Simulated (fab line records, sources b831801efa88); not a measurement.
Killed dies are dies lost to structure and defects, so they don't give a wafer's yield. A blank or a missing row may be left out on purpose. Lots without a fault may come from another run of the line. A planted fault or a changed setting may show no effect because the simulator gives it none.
One fault seen from 2 desks | flow gf180mcu | each desk has only its own numbers; what lay behind them comes last

THE TOOL OWNER'S DESK: plasma_asher-01
The tool's own readings at GF_PASSIVATION_STRIP_12 (strips in O2/N2): means of the sampled wafers that have a number, for each lot that ran on this tool. A lot is out of limits, marked OUT, if its mean lies more than 4 standard deviations from the usual mean; the brackets give that distance.
Columns: A = drypump_motor_current_A at GF_PASSIVATION_STRIP_12, usual 5.64 A; B = heater_power_w at GF_PASSIVATION_STRIP_12, usual 326 W; C = n2_flow_sccm at GF_PASSIVATION_STRIP_12, usual 299.8 sccm; D = oes_product_au at GF_PASSIVATION_STRIP_12, usual 0.718 a.u.; E = strip_time_to_endpoint_s at GF_PASSIVATION_STRIP_12, usual 33.0 s
lot  | first seen here | A    | B   | C     | D                | E
L500 | day 29 09:46    | 5.52 | 350 | 299.7 | 0.712            | 32.9
L506 | day 31 03:21    | 5.53 | 340 | 300.2 | 0.693 (-6.0) OUT | 34.7 (+5.6) OUT
L507 | day 31 08:09    | 5.57 | 322 | 299.8 | 0.696 (-5.2) OUT | 34.7 (+5.5) OUT
This desk's finding: out of limits on L506, L507; first on L506, day 31 03:21 (oes_product_au at GF_PASSIVATION_STRIP_12). In limits: L500.

THE METROLOGY DESK
What the gauges read, lot by lot, whatever tool the lot ran on: means of the sampled wafers that have a number. A lot is out of limits, marked OUT, if its mean lies more than 4 standard deviations from the usual mean; the brackets give that distance.
Columns: A = cd_nm at GF_HV_LDD_CD_MEAS_31, usual 400.7 nm; B = PSD_OVL at GF_PSD_OVL_MEAS_08, usual -0.9 nm; C = PSD_TW at GF_PSD_TW_MEAS_11, usual 3183
lot  | first seen here | A     | B    | C
L499 | day 11 09:52    | 402.3 | 0.4  | 3157
L500 | day 11 21:28    | 396.7 | -0.2 | 3227
L506 | day 13 20:59    | 400.7 | -1.1 | 3166
L507 | day 14 04:53    | 401.4 | 1.3  | 3163
L511 | day 15 10:54    | 398.1 | -1.3 | 3237
L514 | day 16 13:05    | 404.2 | -0.7 | 3106
L515 | day 16 18:55    | 397.9 | 0.1  | 3115
L516 | day 17 00:22    | 402.6 | -0.7 | 3107
L518 | day 17 17:36    | 402.0 | -0.7 | 3213
L519 | day 17 23:35    | 401.0 | -0.9 | 3241
L520 | day 18 10:19    | 401.6 | -0.8 | 3249
L521 | day 18 20:45    | 396.5 | -1.7 | 3166
L522 | day 19 02:40    | 401.6 | -1.9 | 3155
This desk's finding: nothing out of limits on any of the 13 lots.

PUT TOGETHER
The tool owner's desk could have raised an alarm at day 31 03:21, on L506, L507.
The metrology desk saw nothing out of limits.
The metrology desk has L506, L507 on record, within its limits.
Of the lots named, all ran GF_PASSIVATION_STRIP_12 on plasma_asher-01.

WHAT THE SIMULATOR HAD PUT IN
Process parameter drift: plasma_asher-01, from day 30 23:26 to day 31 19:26, at GF_PASSIVATION_STRIP_12. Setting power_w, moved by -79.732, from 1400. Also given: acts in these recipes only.
Lots struck among those shown: L506, L507.
Hours from the fault's start to each desk's first reading out of limits: the tool owner's desk, 4.
